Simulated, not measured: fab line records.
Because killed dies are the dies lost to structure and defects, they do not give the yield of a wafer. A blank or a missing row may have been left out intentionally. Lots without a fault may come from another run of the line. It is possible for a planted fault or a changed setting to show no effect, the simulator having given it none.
Which of the tools did it? ; flow sky130 ; 33 wafers from 11 lots sampled at 2 of the route's 708 steps

## WHAT THE GAUGES READ, wafer by wafer
SKY_VIA4_BOW_MEAS_03.
lot;measured;on;VIA4_BOW (um)
L881;day 41 13:50;film_metro-04;91 95 99
L883;day 42 11:27;film_metro-02;86 87 85
L884;day 42 17:37;film_metro-03;79 81 82
L885;day 43 00:54;film_metro-04;84 71 75
L886;day 43 01:38;film_metro-03;84 76 71
L888;day 44 02:30;film_metro-02;89 82 65
L890;day 44 10:43;film_metro-02;83 90 72
L891;day 44 13:40;film_metro-02;75 82 95
L894;day 45 10:22;film_metro-02;83 91 85
L895;day 45 13:06;film_metro-04;64 78 69
L904;day 47 15:59;film_metro-03;91 100 91

## TOOL THAT RAN EACH LOT (tool first, then ch and the chambers of the sampled wafers, then the start)
lot;SKY_METAL1_SPUTTER_00
L881;pvd_sputter-03, day 31 10:01
L883;pvd_sputter-03, day 32 09:53
L884;pvd_sputter-02, day 32 16:47
L885;pvd_sputter-04, day 33 01:41
L886;pvd_sputter-02, day 33 04:26
L888;pvd_sputter-03, day 34 06:59
L890;pvd_sputter-04, day 34 17:26
L891;pvd_sputter-04, day 34 20:56
L894;pvd_sputter-04, day 35 18:53
L895;pvd_sputter-04, day 36 01:24
L904;pvd_sputter-03, day 38 13:16
- SKY_METAL1_SPUTTER_00: material Ti, target thk 15 nm, time 10 s.

## THE ANSWER, worked out from the rows above alone
Rule: usual is defined by the lots themselves. The widest of any qualifying gaps counts: lots, ordered by their means at a reading, are off when they make up no more than a third of the lots, leave a main group of 4 or more, and stand apart from it by 3 or more times the standard deviation of that group's means. A main group whose means are all the same, to the digits that the tables above print for the reading, isn't used. A lot without any number at a reading at which 4 lots or more have one is off too. All remaining lots with rows at the step are treated as sound.
No lot is off at any reading shown: from this, nothing can be told.

## WHAT THE SIMULATOR HAD INSERTED
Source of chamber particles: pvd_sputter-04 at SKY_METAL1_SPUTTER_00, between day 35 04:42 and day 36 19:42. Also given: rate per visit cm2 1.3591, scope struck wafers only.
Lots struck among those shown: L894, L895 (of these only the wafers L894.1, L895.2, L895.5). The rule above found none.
